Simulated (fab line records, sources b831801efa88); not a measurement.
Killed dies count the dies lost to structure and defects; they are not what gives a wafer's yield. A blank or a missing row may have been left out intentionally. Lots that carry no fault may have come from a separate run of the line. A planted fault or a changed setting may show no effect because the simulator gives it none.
The same fault as seen by 2 desks / flow gf180mcu / each desk holds nothing but its own numbers, with what lay behind them at the end

THE METROLOGY DESK
Lot by lot, what the gauges showed, no matter which tool ran the lot: averages of those sampled wafers that carry a number. Marked OUT: a lot whose mean sits more than 4 standard deviations from the usual mean, which makes it out of limits; the brackets give that distance.
Columns: A = DUAL_GATE_OXIDATION_00_THK at GF_DUAL_GATE_THK_MEAS_03, usual 11.16 nm; B = DUAL_GATE_OVL at GF_DUAL_GATE_OVL_MEAS_11, usual 1.1 nm
lot=L771; first seen here=day 8 14:26; A=10.81; B=0.1
lot=L775; first seen here=day 9 17:10; A=11.25; B=0.4
lot=L776; first seen here=day 10 00:19; A=11.16; B=1.4
lot=L778; first seen here=day 10 13:13; A=11.09; B=3.1
lot=L783; first seen here=day 11 22:10; A=11.05; B=-0.5
lot=L791; first seen here=day 14 04:19; A=11.14; B=2.1
This desk found nothing out of limits on any of the 6 lots.

FOR THE TOOL OWNER'S DESK: furnace-01
The tool's own readings at GF_DUAL_GATE_OXIDATION_15 (stabilise 600 s, purge 300 s, target thk 7.098 nm): means of the sampled wafers that have a number, for each lot that ran on this tool. Marked OUT: a lot whose mean sits more than 4 standard deviations from the usual mean, which makes it out of limits; the brackets give that distance. Readings shown: 7 out of 8 (the first out of limits, and those lying furthest out on some lot).
Columns: A = spike-tc-bottom-C at GF_DUAL_GATE_OXIDATION_15, usual 868.0 C; B = spike-tc-centre-C at GF_DUAL_GATE_OXIDATION_15, usual 850.5 C; C = spike-tc-lower-C at GF_DUAL_GATE_OXIDATION_15, usual 849.3 C; D = spike-tc-top-C at GF_DUAL_GATE_OXIDATION_15, usual 863.8 C; E = spike-tc-upper-C at GF_DUAL_GATE_OXIDATION_15, usual 850.2 C; F = tube-center-temp-C at GF_DUAL_GATE_OXIDATION_15, usual 850.01 C; G = tube_center_temp_C_max at GF_DUAL_GATE_OXIDATION_15, usual 852.2
lot=L775; first seen here=day 10 10:41; A=887.4 (+12) OUT; B=871.8 (+19) OUT; C=873.5 (+11) OUT; D=885.6 (+22) OUT; E=872.6 (+23) OUT; F=872.10 (+99 or more) OUT; G=874.3 (+65) OUT
lot=L776; first seen here=day 10 18:00; A=887.6 (+12) OUT; B=872.9 (+20) OUT; C=872.6 (+10) OUT; D=885.2 (+22) OUT; E=872.3 (+23) OUT; F=872.06 (+99 or more) OUT; G=874.5 (+66) OUT
lot=L791; first seen here=day 15 01:05; A=866.7; B=849.9; C=851.1; D=863.7; E=850.1; F=849.98; G=852.3
This desk finds L775, L776 out of limits, L775 being first, at day 10 10:41 (spike-tc-bottom-C at GF_DUAL_GATE_OXIDATION_15). Within limits: L791.

ALL TOGETHER
On L775, L776, at day 10 10:41, an alarm was possible from the tool owner's desk.
From the metrology desk's view, nothing was out of limits.
The metrology desk holds a record of L775, L776, inside its limits.
Of the lots named, all ran GF_DUAL_GATE_OXIDATION_15 on furnace-01.

WHAT THE SIMULATOR PUT IN
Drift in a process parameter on furnace-01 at GF_DUAL_GATE_OXIDATION_15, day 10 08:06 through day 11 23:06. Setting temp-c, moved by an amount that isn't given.
Lots struck among those shown: L775, L776.
How many hours passed from the start of the fault until each desk's first out-of-limits reading: the tool owner's desk, 3.
